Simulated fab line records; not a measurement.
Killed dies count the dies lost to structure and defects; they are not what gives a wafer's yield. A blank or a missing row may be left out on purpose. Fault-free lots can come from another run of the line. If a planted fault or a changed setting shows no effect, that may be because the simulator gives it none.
8D (eight disciplines) problem report, filled in by code -- flow gf180mcu -- the parts of the form that need people (team, actions taken, sign-off) are left out

## 1. THE ISSUE
On 2 wafers of 1 lot, bias-w at GF_POLY_GATE_ETCH_13 has a mean of 89.2 W; fault-free wafers read 100.0 W, standard deviation 0.3. Measured from the usual mean, that is -36 standard deviations.
The step: etches poly-Si in HBr/Cl2, stops on SiO2, target depth 198.5 nm, time 69.6 s.
First observed at day 12 19:14: wafer L871.2, on rie-si-01. At this step, 15 wafers from 5 lots have a number in the record. By rule, "out" or "out of limits" means more than 4 standard deviations away from the usual mean. All remaining wafers that have a number are taken as sound.

## 2. WHAT IT IS, AND WHAT IT ISN'T
question,is,is not
which readings at this step,bias-w,"HBr_flow_sccm, drypump-motor-current-A, oes-product-au, throttle-valve-pct"
which lots,L871,"L867, L872, L880, L881"
which wafers of those lots,"L871.2, L871.6",L871.5
read on which tools,rie-si-01,rie-si-02
when,from day 12 19:14,"up to then (4 sound wafers); but 9 sound wafers of L872, L880, L881 came after"

## 3. THE SUSPECTS, EACH WITH WHAT RULES IT OUT
Counting: any tool at a process step up to the reading remains a suspect provided it ran every lot that is out. Sound lots after the first of them don't rule it out here, since some wafers of a struck lot are sound.
- rie-diel-01 at GF_POLY_GATE_ETCH_12 (etches BARC in N2/H2): kept. It ran the lot that is out, L871 (day 12 19:11).
- rie-si-01 at GF_POLY_GATE_ETCH_13 (etches poly-Si in HBr/Cl2, stops on SiO2, target depth 198.5 nm, time 69.6 s): kept. L871, the lot that is out, went through it at day 12 19:14; up to then, the latest sound lot through it was L867 at day 12 00:59. Out on those wafers are its own readings of bias-w.
- At GF_POLY_GATE_ETCH_13 on rie-si-01, chamber 0 took the sound wafers of the same lots and chamber 1 took the wafers that are out.
Remaining after the count are rie-diel-01 at GF_POLY_GATE_ETCH_12 and rie-si-01 at GF_POLY_GATE_ETCH_13.

## 4. THE CAUSE (what the simulator had put in)
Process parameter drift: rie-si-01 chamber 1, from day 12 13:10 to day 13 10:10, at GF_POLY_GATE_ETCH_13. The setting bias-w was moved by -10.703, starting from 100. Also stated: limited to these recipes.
After counting, 2 suspects remain, this tool included.

## 5. THE EFFECT CHAIN, in route order
One row per reading whose mean, taken over the struck wafers that have a number, lies over 3 standard deviations from the usual. Only readings whose record carries a usual standard deviation are examined. hours: median over the lots of the time between each lot's start at the first step of this table that gives one and its start at this step. sigmas: the change, counted in usual standard deviations.
hours,step,reading,usual,on struck wafers,change,sigmas
0,GF_POLY_GATE_ETCH_13,bias-w,100.0 W,89.2,-10.8,-36
The process steps in it:
- GF_POLY_GATE_ETCH_13: etches poly-Si in HBr/Cl2, stops on SiO2, target depth 198.5 nm, time 69.6 s.

## 6. HOW IT WOULD HAVE BEEN CAUGHT EARLIER
In this record no reading fell out of limits until day 12 19:14, 6 hours after the fault had begun at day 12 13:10.
